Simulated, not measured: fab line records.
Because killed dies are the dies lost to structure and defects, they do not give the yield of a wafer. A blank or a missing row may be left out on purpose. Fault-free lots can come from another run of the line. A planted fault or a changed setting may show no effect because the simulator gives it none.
A struck lot beside a sound one || flow gf180mcu || 28 steps out of a route of 602
Sound: these wafers, L884.1, L884.2, L884.6. Wafers struck: L890.1, L890.2, L890.4. The cause is named last.
At each step with rows: each side's tool, then ch and its chambers, then its first start. Under that, the readings that differ: sound wafers || struck wafers || difference of the means || sigmas: that difference in standard deviations of wafers without a fault.
alike: words and numbers the same on both sides, and readings whose means are apart by under 2 such deviations; not compared: readings that were withheld, readings missing a value for some wafer, numbers with overlapping values and no deviation given by the record, and bounds like >300 which may hide the same value.
The two part at a step that has a row with sigmas, a row that says differs or no value, or rows on one side only. Numbers that have no deviation but don't overlap get no sigmas and don't part them. Lack of a reading on every wafer of one side parts them only where that side has two or more wafers.

GF_DNWELL_STRIP_08: strips in O2/N2.
  sound on plasma_asher-04 ch 0,1, day 3 20:25; struck on plasma_asher-02 ch 0,1, day 5 05:22
{"reading": "drypump_motor_current_A (A)", "sound": "5.4 5.6 5.4", "struck": "6.8 6.5 6.8", "difference": "+1.2", "sigmas": "+2"}
{"reading": "heater_power_w (W)", "sound": "261 340 269", "struck": "355 352 356", "difference": "+64", "sigmas": "+2"}
  alike: oes_product_au, strip_time_to_endpoint_s
  not compared: rf_hours_counter_h
GF_DNWELL_TW_MEAS_09:
  sound: film_metro-02 at day 3 20:31; struck: film_metro-04 at day 5 05:28
  alike: DNWELL_TW
then, 7 steps without rows for these wafers: GF_NWELL_DEHYDRATE_00 (time 60 s); GF_NWELL_HMDS_01 (prime time 60 s); GF_NWELL_COAT_02 (resist thk 3000 nm); GF_NWELL_SOFTBAKE_03; GF_NWELL_EXPOSE_04 (exposes mask Nwell, target cd 860 nm); GF_NWELL_PEB_05; GF_NWELL_DEVELOP_06 (develop time 60 s).
GF_NWELL_OVL_MEAS_07:
  sound: overlay-02 at day 4 09:52; struck: overlay-02 at day 5 19:19
  alike: NWELL_OVL
then, 2 steps without rows for these wafers: GF_NWELL_IMPLANT_08; GF_NWELL_IMPLANT_09.
GF_NWELL_STRIP_10: strips in O2/N2.
  sound on plasma_asher-01 ch 0,1, day 4 10:12; struck on plasma_asher-03 ch 0,1, day 5 19:39
{"reading": "oes_product_au (a.u.)", "sound": "0.716 0.727 0.718", "struck": "0.965 0.969 0.972", "difference": "+0.248", "sigmas": "+51"}
{"reading": "strip_time_to_endpoint_s (s)", "sound": "37.04 37.02 37.04", "struck": "- - -", "difference": "no value on the struck wafers", "sigmas": ""}
{"reading": "model.coat_of_NWELL_COAT_02.thk_nm (nm)", "sound": "0 0 0", "struck": "402 401.4 401.7", "difference": "+402", "sigmas": ""}
  alike: drypump_motor_current_A, heater_power_w
  not compared: rf_hours_counter_h
GF_NWELL_TW_MEAS_11:
  sound: film_metro-04 at day 4 10:18; struck: film_metro-01 at day 5 19:44
  alike: NWELL_TW
then, 7 steps without rows for these wafers: GF_LVPWELL_DEHYDRATE_00 (time 60 s); GF_LVPWELL_HMDS_01 (prime time 60 s); GF_LVPWELL_COAT_02 (resist thk 3000 nm); GF_LVPWELL_SOFTBAKE_03; GF_LVPWELL_EXPOSE_04 (exposes mask LVPWELL, target cd 600 nm); GF_LVPWELL_PEB_05; GF_LVPWELL_DEVELOP_06 (develop time 60 s).
GF_LVPWELL_OVL_MEAS_07:
  sound: overlay-02 at day 4 23:58; struck: overlay-02 at day 6 10:16
  alike: LVPWELL_OVL
then, 2 steps without rows for these wafers: GF_LVPWELL_IMPLANT_08; GF_LVPWELL_IMPLANT_09.
GF_LVPWELL_STRIP_10: strips in O2/N2.
  sound on plasma_asher-03 ch 0,1, day 5 00:17; struck on plasma_asher-03 ch 0,1, day 6 10:35
{"reading": "strip_time_to_endpoint_s (s)", "sound": "37.13 37.13 37.08", "struck": "42.95 43.12 42.97", "difference": "+5.90", "sigmas": "+49"}
  alike: drypump_motor_current_A, heater_power_w, oes_product_au
  not compared: rf_hours_counter_h
GF_LVPWELL_TW_MEAS_11:
  sound: film_metro-04 at day 5 00:23; struck: film_metro-04 at day 6 10:41
{"reading": "LVPWELL_TW", "sound": "558.1 563.1 558.1", "struck": "524.1 525.8 521.7", "difference": -35.9, "sigmas": -15}
then, 1 step without rows for these wafers: GF_MVSD_DEHYDRATE_00 (time 60 s).
-- the record jumps here: 26 days lie between the struck wafers' starts before and after (it left off in module MVSD and takes up again in module PASSIVATION, whose first step shown is number 602 of the route) --
GF_PASSIVATION_PROBE_99:
  sound: prober-01 at day 30 15:28; struck: prober-01 at day 32 10:22
{"reading": "model.etest.nldd_6p0.line_ohm_um", "sound": "4712 4708 4660", "struck": "5453 5398 5371", "difference": "+714", "sigmas": ""}
{"reading": "model.etest.nldd_6p0.rs_ohm_sq", "sound": "1394 1391 1394", "struck": "1635 1625 1642", "difference": "+241", "sigmas": ""}
{"reading": "model.etest.nmos_6p0.r_on_ohm_um", "sound": "2172 2183 2193", "struck": "2339 2354 2336", "difference": "+160", "sigmas": ""}
{"reading": "model.etest.nwell.line_ohm_um", "sound": "1167 1140 1156", "struck": "1046 1035 1029", "difference": -118, "sigmas": ""}
{"reading": "model.etest.ldnmos_10p0.r_on_ohm_um", "sound": "3723 3767 3734", "struck": "3832 3827 3830", "difference": "+88", "sigmas": ""}
{"reading": "model.etest.nwell.width_nm (nm)", "sound": "867.8 873.3 870", "struck": "960.1 965.1 965.1", "difference": "+93.1", "sigmas": ""}
{"reading": "model.etest.nmos_3p3_sab.r_on_ohm_um", "sound": "1801 1797 1814", "struck": "1823 1837 1827", "difference": "+25", "sigmas": ""}
{"reading": "model.etest.nmos_3p3.r_on_ohm_um", "sound": "1652 1650 1682", "struck": "1686 1692 1685", "difference": "+26", "sigmas": ""}

== WHERE THEY PART ==
First at GF_DNWELL_STRIP_08; last, within this record, at GF_LVPWELL_TW_MEAS_11.

WHY: what had been put in by the simulator
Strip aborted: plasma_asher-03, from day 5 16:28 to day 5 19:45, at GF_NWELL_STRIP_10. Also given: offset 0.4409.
